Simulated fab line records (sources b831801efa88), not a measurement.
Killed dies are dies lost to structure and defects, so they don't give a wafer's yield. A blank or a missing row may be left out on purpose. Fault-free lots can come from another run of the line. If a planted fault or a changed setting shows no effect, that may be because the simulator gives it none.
Code-filled problem report in 8D (eight disciplines) form    flow sky130    the parts of the form that need people (team, actions taken, sign-off) are left out

1. PROBLEM STATEMENT
VIA4_W_RS at SKY_VIA4_RS_MEAS_19 reads a mean of 0.2371 ohm/sq on 2 wafers of 1 lot; wafers without a fault read 0.2258 ohm/sq with a standard deviation of 0.0024. That is +4.7 standard deviations from the usual mean.
The step: measures by four-point-probe.
First seen on wafer L988.1, day 46 07:37, on film metro-03. The record has a number at this step for 33 wafers belonging to 11 lots. Rule for "out" (also "out of limits"): further than 4 standard deviations from the usual mean. The other wafers with a number count as sound.

2. WHAT THIS IS AND IS NOT
question                     is                 is not
which readings at this step  VIA4_W_RS          -
which lots                   L988               L977, L978, L979, L980, L982, L985, L986, L992, L994, L995
which wafers of those lots   L988.1, L988.5     L988.2
read on which gauges         film metro-03      film metro-02, film metro-04
when                         from day 46 07:37  up to then (22 sound wafers); but 9 sound wafers of L992, L994, L995 came after

3. THE SUSPECTS, EACH WITH WHAT RULES IT OUT
Counting: a tool at a process step up to the reading stays a suspect if it ran every lot that is out. Sound lots after the first of them don't rule it out here, since some wafers of a struck lot are sound.
- the gauge at SKY_VIA4_RS_MEAS_19: ruled out. All the wafers that are out were read on film metro-03, but those of them that SKY_VIA4_CVD_18 has rows for are out there too, on other tools.
- cvd w-01 at SKY_VIA4_CVD_18 (deposits W, target thk 505 nm, time 152.14 s): kept. The lot that is out, L988, ran on it at day 46 07:28; the last sound lot it ran before that was L986, at day 45 17:50. Its own susceptor temp C readings are out on those wafers.
- At SKY_VIA4_CVD_18 on cvd w-01, chamber 1 took the sound wafers of the same lots and chamber 0 took the wafers that are out.
After counting, what remains is cvd w-01 at SKY_VIA4_CVD_18.

4. THE CAUSE (what the simulator had put in)
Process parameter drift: cvd w-01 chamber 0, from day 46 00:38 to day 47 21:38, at SKY_VIA4_CVD_18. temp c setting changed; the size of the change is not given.
The count eliminated every tool but this one.

5. SEQUENCE OF EFFECTS, ordered by route
Each row: a reading whose mean over the struck wafers that have a number lies more than 3 standard deviations from the usual. Only readings for which the record gives a usual standard deviation are gone through. hours: the time from each lot's start at the first step in this table that gives one to its start at this step, as a median over the lots. sigmas: the change in usual standard deviations.
hours  step                  reading           usual          on struck wafers  change   sigmas
0      SKY_VIA4_CVD_18       susceptor temp C  400.00 C       397.60            -2.40    -9.6
0      SKY_VIA4_RS_MEAS_19   VIA4_W_RS         0.2258 ohm/sq  0.2371            +0.0113  +4.7
0      SKY_VIA4_THK_MEAS_20  VIA4_W_THK        506 nm         483               -23      -3.4
The process steps in it:
- SKY_VIA4_CVD_18: deposits W, target thk 505 nm, time 152.14 s.

6. WHAT WOULD HAVE CAUGHT IT SOONER
The first out-of-limits reading at a measuring or inspecting step in this record came at day 46 07:37, 7 hours after the fault's start at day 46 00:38.
Tool's own readings at SKY_VIA4_CVD_18, susceptor temp C: out on all struck wafers the step has rows for; an alarm limit on them would have tripped on the first.
Lots out: 1; all had begun SKY_VIA4_CVD_18 on cvd w-01 by day 46 07:37. Had the tool been put on hold then, not one of them would have been saved.
